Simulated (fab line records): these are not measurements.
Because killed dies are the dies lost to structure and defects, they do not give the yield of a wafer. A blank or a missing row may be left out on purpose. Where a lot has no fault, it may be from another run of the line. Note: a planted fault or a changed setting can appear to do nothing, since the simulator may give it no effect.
fab line records    flow sky130
record lots=12  wafers=36  lastDay=50
route steps=708 shown LOCAL_INTERCONNECT@387 METAL4@629 VIA4@658 METAL5@664 PAD_OPEN@708
lots untouched by any fault: they come from a run of this same line in which no faults occurred
startH: hours from the record's opening day to when the first of the lot's shown wafers began    waitH: time in hours since the lot's previous step    " repeats the value in the row above    L1.1+2: one row covering several wafers at once    - no value, or no start was given    * or withheld: withheld    < > ~ a bound
route shown NAME@n: a module of which the file shows steps, and the number in the route of the first    usual: mean/standard deviation of fault-free wafers    same: alike in all rows    chamber/n: place in a boat    sites: readings site by site    _std_site: standard deviation of those values    _edge_site: the outer-site mean with the inner-site mean subtracted    radiusMm: how far each site lies from the wafer's centre    mask NAME#n: copy n    behind: tool/chamber where the wafer was last shaped    hold: cause of the lot's hold/its duration in hours/its outcome    device: the n, p or np transistor that did not switch    end of line: the tests these same wafers got at the end of their route    where a step has no rows: the recipe by itself    killed: not the wafer's yield, but the dies lost to structure and defects at the first sort    map: dies across one wafer; x = killed, . = not, _ = none there
set.NAME: setting as actually run; set.NAME@STEP: the setting as run at that earlier step    model.NAME: the simulator's own value behind a step, which no gauge read
route steps across a sampled set of lots; one table per step, one row per wafer
services: from which hour (startH, from the record's first day; less than 0 if before it) a tool's chamber was out of use, for how many hours, and why
## steps
# step SKY_LOCAL_INTERCONNECT_SPUTTER_00
# recipe material=TiN  targetThkNm=100  tempC=300  powerW=6500  timeS=83.3  chamberPressurePa=0.4
# usual cathodeDcPowerW=6500.2/1.2  chamberPressurePa=0.4001/0.00085  susceptorTempC=300.02/0.19  throttleValvePct=29.8/0.71
# same timeS=83.3
lot.wafer  tool           chamber  startH  waitH  cathodeDcPowerW  chamberPressurePa  susceptorTempC  throttleValvePct
L659.1     pvdSputter-02  -        676.64  0.2    6500.5           0.4007             300.03          29.5
L659.3     "              -        "       "      6499.3           0.4011             299.99          30.5
L659.5     "              -        "       "      6501.0           0.4009             299.99          29.3
L661.2     pvdSputter-03  -        688.64  0.1    6499.5           0.3983             300.41          30.1
L661.5     "              -        "       "      6499.2           0.3992             300.06          30.1
L661.6     "              -        "       "      6501.9           0.3997             300.36          29.8
L662.1     pvdSputter-02  -        693.62  0.2    6499.4           0.4000             299.77          29.6
L662.4     "              -        "       "      6500.0           0.4001             299.98          29.0
L662.5     "              -        "       "      6500.2           0.4004             299.61          29.5
L663.1     pvdSputter-03  -        708.54  0.1    6500.2           0.3991             300.27          29.8
L663.2     "              -        "       "      6500.4           0.3989             300.23          30.3
L663.3     "              -        "       "      6501.3           0.4001             299.79          31.1
L665.2     pvdSputter-01  -        720.53  0.2    6499.9           0.3987             300.02          30.2
L665.3     "              -        "       "      6500.6           0.4015             299.67          29.8
L665.5     "              -        "       "      6500.5           0.3992             299.94          30.1
L666.1     pvdSputter-02  -        731.74  0.2    6501.4           0.4006             300.23          29.1
L666.2     "              -        "       "      6500.0           0.3994             299.91          29.4
L666.4     "              -        "       "      6499.4           0.4008             299.94          29.0
L668.1     pvdSputter-03  -        746.23  0.2    6500.6           0.4002             299.76          30.2
L668.2     "              -        "       "      6501.1           0.3985             300.03          31.2
L668.4     "              -        "       "      6501.6           0.4008             299.67          29.5
L670.1     pvdSputter-03  -        765.11  0.1    6500.4           0.3987             299.91          30.2
L670.2     "              -        "       "      6501.6           0.4014             299.83          29.3
L670.3     "              -        "       "      6501.1           0.4001             299.80          31.2
L675.2     pvdSputter-02  -        798.34  0.1    6500.6           0.4000             299.82          29.2
L675.3     "              -        "       "      6500.2           0.4016             299.61          29.6
L675.5     "              -        "       "      6497.8           0.3984             299.60          29.3
L678.3     pvdSputter-02  -        812.44  0.2    6499.6           0.4007             299.97          29.5
L678.4     "              -        "       "      6501.0           0.3991             299.73          28.6
L678.5     "              -        "       "      6498.1           0.3988             299.89          29.0
L680.1     pvdSputter-01  -        847.07  0.2    6498.1           0.4002             300.07          29.9
L680.2     "              -        "       "      6499.0           0.3999             300.03          30.2
L680.3     "              -        "       "      6503.7           0.3996             300.08          28.9
L681.3     pvdSputter-03  -        864.11  0.2    6501.0           0.4004             299.99          31.2
L681.5     "              -        "       "      6500.5           0.4004             300.01          31.0
L681.6     "              -        "       "      6499.6           0.3995             299.79          29.9
# step SKY_METAL4_CD_MEAS_13
# recipe targetCdNm=300
# usual cdNm=300.2/1.6
lot.wafer  tool      chamber  startH   waitH  cdNm
L659.1     cdSem-02  -        976.76   -      301.8
L659.3     "         -        "        "      299.4
L659.5     "         -        "        "      299.8
L661.2     cdSem-02  -        985.56   -      299.6
L661.5     "         -        "        "      300.7
L661.6     "         -        "        "      300.8
L662.1     cdSem-01  -        990.31   -      297.7
L662.4     "         -        "        "      297.6
L662.5     "         -        "        "      298.0
L663.1     cdSem-02  -        1007.59  -      300.7
L663.2     "         -        "        "      302.0
L663.3     "         -        "        "      301.5
L665.2     cdSem-02  -        1013.58  -      300.6
L665.3     "         -        "        "      301.4
L665.5     "         -        "        "      301.8
L666.1     cdSem-02  -        1024.21  -      298.6
L666.2     "         -        "        "      300.2
L666.4     "         -        "        "      299.1
L668.1     cdSem-01  -        1037.46  -      302.6
L668.2     "         -        "        "      302.8
L668.4     "         -        "        "      303.0
L670.1     cdSem-01  -        1055.21  -      302.5
L670.2     "         -        "        "      302.4
L670.3     "         -        "        "      300.0
L675.2     cdSem-02  -        1079.04  -      301.4
L675.3     "         -        "        "      301.8
L675.5     "         -        "        "      302.1
L678.3     cdSem-01  -        1089.75  -      300.4
L678.4     "         -        "        "      301.2
L678.5     "         -        "        "      301.2
L680.1     cdSem-01  -        1118.98  -      299.4
L680.2     "         -        "        "      300.0
L680.3     "         -        "        "      299.3
L681.3     cdSem-02  -        1129.72  -      300.7
L681.5     "         -        "        "      299.5
L681.6     "         -        "        "      298.9
# step SKY_VIA4_RS_MEAS_19
# recipe thkMeasGauge=four-point-probe  reads=W_of_VIA4_CVD_18+TiN_of_VIA4_SPUTTER_17
# usual VIA4_W_RS=0.227/0.004
lot.wafer  tool          chamber  startH   waitH  VIA4_W_RS[ohm/sq]
L659.1     filmMetro-04  -        1002.55  0.1    0.230
L659.3     "             -        "        "      0.222
L659.5     "             -        "        "      0.219
L661.2     filmMetro-03  -        1011.38  0.1    0.226
L661.5     "             -        "        "      0.228
L661.6     "             -        "        "      0.223
L662.1     filmMetro-02  -        1015.69  0.1    0.229
L662.4     "             -        "        "      0.231
L662.5     "             -        "        "      0.221
L663.1     filmMetro-03  -        1033.27  0.1    0.233
L663.2     "             -        "        "      0.223
L663.3     "             -        "        "      0.224
L665.2     filmMetro-02  -        1038.01  0.2    0.225
L665.3     "             -        "        "      0.226
L665.5     "             -        "        "      0.226
L666.1     filmMetro-04  -        1049.09  0.1    0.224
L666.2     "             -        "        "      0.233
L666.4     "             -        "        "      0.235
L668.1     filmMetro-04  -        1061.49  0.1    0.231
L668.2     "             -        "        "      0.219
L668.4     "             -        "        "      0.232
L670.1     filmMetro-03  -        1079.09  0.1    0.233
L670.2     "             -        "        "      0.222
L670.3     "             -        "        "      0.231
L675.2     filmMetro-02  -        1101.67  0.1    0.233
L675.3     "             -        "        "      0.230
L675.5     "             -        "        "      0.221
L678.3     filmMetro-03  -        1112.19  0.1    0.224
L678.4     "             -        "        "      0.227
L678.5     "             -        "        "      0.220
L680.1     filmMetro-04  -        1140.82  0.1    0.224
L680.2     "             -        "        "      0.234
L680.3     "             -        "        "      0.231
L681.3     filmMetro-03  -        1150.83  0.1    0.227
L681.5     "             -        "        "      0.226
L681.6     "             -        "        "      0.230
# step SKY_METAL5_SPUTTER_03
# recipe material=Ti  targetThkNm=5  powerW=3000  timeS=3.3  chamberPressurePa=0.4
# usual cathodeDcPowerW=3000.0/0.55  chamberPressurePa=0.3999/0.00099  throttleValvePct=29.9/0.7
# same timeS=3.3
lot.wafer  tool           chamber  startH   waitH  cathodeDcPowerW  chamberPressurePa  throttleValvePct
L659.1     pvdSputter-01  -        1003.13  0.0    3000.2           0.3995             29.7
L659.3     "              -        "        "      3000.0           0.4014             30.2
L659.5     "              -        "        "      3000.0           0.3981             29.9
L661.2     pvdSputter-02  -        1011.94  0.0    2999.8           0.3999             29.8
L661.5     "              -        "        "      3000.0           0.4017             29.3
L661.6     "              -        "        "      3000.5           0.3932             30.4
L662.1     pvdSputter-01  -        1016.27  0.0    2999.9           0.4000             29.5
L662.4     "              -        "        "      2999.0           0.4010             29.0
L662.5     "              -        "        "      2999.0           0.3999             29.6
L663.1     pvdSputter-02  -        1033.84  0.0    3000.1           0.3998             30.6
L663.2     "              -        "        "      2999.6           0.4017             29.3
L663.3     "              -        "        "      3000.6           0.4004             29.4
L665.2     pvdSputter-03  -        1038.57  0.0    3000.3           0.3996             29.2
L665.3     "              -        "        "      2999.8           0.3996             31.1
L665.5     "              -        "        "      3000.7           0.3996             31.4
L666.1     pvdSputter-02  -        1049.67  0.0    2999.9           0.4000             30.7
L666.2     "              -        "        "      3000.6           0.4008             29.2
L666.4     "              -        "        "      2999.4           0.4009             29.6
L668.1     pvdSputter-02  -        1062.07  0.0    3000.3           0.3991             30.6
L668.2     "              -        "        "      2999.9           0.4010             29.0
L668.4     "              -        "        "      2999.5           0.4008             29.3
L670.1     pvdSputter-01  -        1079.69  0.0    2999.8           0.3983             29.2
L670.2     "              -        "        "      2999.9           0.3996             30.0
L670.3     "              -        "        "      2999.5           0.4002             29.9
L675.2     pvdSputter-02  -        1102.23  0.0    3000.5           0.3996             29.2
L675.3     "              -        "        "      3000.9           0.4006             29.9
L675.5     "              -        "        "      3000.4           0.3990             28.8
L678.3     pvdSputter-02  -        1112.83  0.0    3000.9           0.3999             29.4
L678.4     "              -        "        "      2999.0           0.3996             29.1
L678.5     "              -        "        "      2999.9           0.4001             29.2
L680.1     pvdSputter-02  -        1141.41  0.0    3000.7           0.4006             30.8
L680.2     "              -        "        "      2999.5           0.3998             29.1
L680.3     "              -        "        "      3000.2           0.3997             29.8
L681.3     pvdSputter-02  -        1151.37  0.0    2999.1           0.4003             29.1
L681.5     "              -        "        "      2999.2           0.4008             28.7
L681.6     "              -        "        "      3000.5           0.3997             30.5
# step SKY_PAD_OPEN_PROBE_99
# usual killed_at_M0_to_M3=43/7.7  killed_at_M4_up=2.9/1.9  killedAtContacts=24/5.9  killedAtFrontEnd=16/5.1  killedAtOther=0.3/0.63  killedDies=86/10  killedOpen=47/7.6  killedShort=39/6.8
# same grossDies=492  killedAtBackSide=0
lot.wafer  tool       chamber  startH   waitH  killed_at_M0_to_M3  killed_at_M4_up  killedAtContacts  killedAtFrontEnd  killedAtOther  killedDies  killedOpen  killedShort
L675.2     prober-01  -        1161.94  0.1    37                  4                86                14                0              141         37          39
L675.3     prober-01  -        1161.99  0.2    36                  5                94                18                0              153         48          45
L675.5     prober-01  -        1162.09  0.2    34                  2                75                15                0              126         28          35
L678.3     prober-02  -        1171.13  0.2    45                  2                77                12                0              136         48          29
L678.4     prober-02  -        1171.18  0.2    36                  2                56                23                0              117         40          36
L678.5     prober-02  -        1171.23  0.2    32                  2                70                26                0              130         41          36
# killed by level:class
L675.2 LOCAL_INTERCONNECT:unspecified=65 LI_CONTACT:geometricParticle:open=10 METAL1:geometricParticle:short=7 CONTACT:geometricParticle:short=5 POLY_GATE:geometricParticle:open=4 VIA3:geometricParticle:short=4 VIA1:geometricParticle:open=4 METAL2:geometricParticle:short=4
L675.3 LOCAL_INTERCONNECT:unspecified=60 CONTACT:geometricParticle:short=9 CONTACT:geometricParticle:open=9 POLY_GATE:geometricParticle:short=8 VIA2:geometricParticle:open=8 LI_CONTACT:geometricParticle:open=7 FIELD_ISO:geometricParticle:open=5 VIA1:geometricParticle:short=5
L675.5 LOCAL_INTERCONNECT:unspecified=63 LI_CONTACT:geometricParticle:open=6 METAL1:geometricParticle:short=5 VIA1:geometricParticle:short=5 METAL2:geometricParticle:short=5 VIA3:geometricParticle:open=5 CONTACT:geometricParticle:open=4 FIELD_ISO:geometricParticle:short=3
L678.3 LOCAL_INTERCONNECT:unspecified=58 VIA1:geometricParticle:open=11 CONTACT:geometricParticle:open=8 VIA2:geometricParticle:open=7 VIA3:geometricParticle:open=7 FIELD_ISO:geometricParticle:open=5 LI_CONTACT:geometricParticle:open=5 FIELD_ISO:geometricParticle:short=4
L678.4 LOCAL_INTERCONNECT:unspecified=40 VIA2:geometricParticle:open=7 FIELD_ISO:geometricParticle:short=6 FIELD_ISO:geometricParticle:open=6 VIA1:geometricParticle:open=6 CONTACT:geometricParticle:open=5 VIA2:geometricParticle:short=5 LOCAL_INTERCONNECT:geometricParticle:short=4
L678.5 LOCAL_INTERCONNECT:unspecified=52 VIA1:geometricParticle:open=10 FIELD_ISO:geometricParticle:open=7 FIELD_ISO:geometricParticle:short=6 VIA3:geometricParticle:open=6 LOCAL_INTERCONNECT:geometricParticle:short=5 POLY_GATE:geometricParticle:short=4 POLY_GATE:geometricParticle:open=4
## services
tool           chamber  startH   hours  kind
pvdSputter-03  0        816.48   -      consumableReplace:kit
pvdSputter-03  0        816.48   18.0   scheduledDown
pvdSputter-03  0        816.48   18.0   ventCycle
pvdSputter-02  0        854.98   -      consumableReplace:kit
pvdSputter-02  0        854.98   18.0   scheduledDown
pvdSputter-02  0        854.98   18.0   ventCycle
pvdSputter-01  -        871.75   0.5    repair
pvdSputter-03  -        887.45   2.3    repair
pvdSputter-02  -        904.63   8.7    repair
pvdSputter-01  -        916.74   1.0    repair
pvdSputter-01  -        967.71   0.5    repair
pvdSputter-01  -        1003.53  1.0    repair
pvdSputter-02  3        1012.01  -      consumableReplace:kit
pvdSputter-02  3        1012.01  18.0   scheduledDown
pvdSputter-02  3        1012.01  18.0   ventCycle
pvdSputter-03  3        1034.15  -      consumableReplace:kit
pvdSputter-03  3        1034.15  18.0   scheduledDown
pvdSputter-03  3        1034.15  18.0   ventCycle
pvdSputter-02  2        1055.64  -      consumableReplace:kit
pvdSputter-02  2        1055.64  18.0   scheduledDown
pvdSputter-02  2        1055.64  18.0   ventCycle
pvdSputter-02  1        1139.05  -      consumableReplace:kit
pvdSputter-02  1        1139.05  18.0   scheduledDown
pvdSputter-02  1        1139.05  18.0   ventCycle
## key
firstSign step=SKY_PAD_OPEN_PROBE_99  reading=killedAtContacts  direction=up  sigmas=9  usual=24  struck=76
effect step=SKY_PAD_OPEN_PROBE_99  reading=killedDies  direction=up  sigmas=4.6  usual=86  struck=134
metAt SKY_LOCAL_INTERCONNECT_SPUTTER_00
struckLots L675,L678
testerLeftOut L675,L678
notActingAt SKY_METAL4_CD_MEAS_13,SKY_VIA4_RS_MEAS_19,SKY_METAL5_SPUTTER_03
onsetBetween 731.74 798.34
fault kind=chamberParticleSource  tool=pvdSputter-02  chamber=-  onsetH=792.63  steps=SKY_LOCAL_INTERCONNECT_SPUTTER_00  ratePerVisitCm2=1.4628  endH=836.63
# testerLeftOut: of these lots the tester's yield and bins aren't shown, on N5 and GAA mostly nor the transistor test; their killed dies are dies lost to structure and defects alone, not to doping, threshold or leakage, so they don't give the yield
